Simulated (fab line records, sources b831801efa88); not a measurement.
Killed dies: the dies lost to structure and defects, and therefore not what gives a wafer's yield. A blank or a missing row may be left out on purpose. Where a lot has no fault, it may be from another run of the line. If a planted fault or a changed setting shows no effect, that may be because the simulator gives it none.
One fault seen from 2 desks / flow sfq_line / only its own numbers are on each desk; what lay behind them is given at the end

DESK OF THE TOOL OWNER: litho_track-01
The tool's own readings at SFQ_TRILAYER_R5_LITHO_PEB_139 (peb time 60 s): means of the sampled wafers that have a number, for each lot that ran on this tool. Any lot whose mean is over 4 standard deviations away from the usual mean is out of limits and marked OUT; that distance is given in the brackets.
Columns: A = exhaust_pa at SFQ_TRILAYER_R5_LITHO_PEB_139, usual 45.3 Pa
lot=L125; first seen here=day 59 13:57; A=46.1
lot=L132; first seen here=day 65 11:33; A=45.6
This desk's finding: nothing out of limits on any of the 2 lots.

METROLOGY DESK
Means of the sampled wafers that have a number, per lot and without regard to the tool the lot ran on: this is what the gauges read. Any lot whose mean is over 4 standard deviations away from the usual mean is out of limits and marked OUT; that distance is given in the brackets.
Columns: A = R5_MONX_RS at SFQ_R5_RS_MEAS_933, usual 7.04 ohm/sq; B = R5_MONX_THK at SFQ_R5_THK_MEAS_934, usual 40.1 nm; C = R5_OVL at SFQ_R5_OVL_MEAS_935, usual -2 nm
lot=L120; first seen here=day 55 16:01; A=7.06; B=40.2; C=-5
lot=L125; first seen here=day 58 23:47; A=7.00; B=40.8; C=-1
lot=L131; first seen here=day 65 03:13; A=7.08; B=39.3; C=-2
lot=L132; first seen here=day 65 09:13; A=7.08; B=39.6; C=-11
lot=L139; first seen here=day 67 03:26; A=7.02; B=39.8; C=-2
This desk's finding: nothing out of limits on any of the 5 lots.

ALL TOGETHER
Nothing out of limits was seen by the tool owner's desk.
The metrology desk saw nothing out of limits.

WHAT WAS PUT IN BY THE SIMULATOR
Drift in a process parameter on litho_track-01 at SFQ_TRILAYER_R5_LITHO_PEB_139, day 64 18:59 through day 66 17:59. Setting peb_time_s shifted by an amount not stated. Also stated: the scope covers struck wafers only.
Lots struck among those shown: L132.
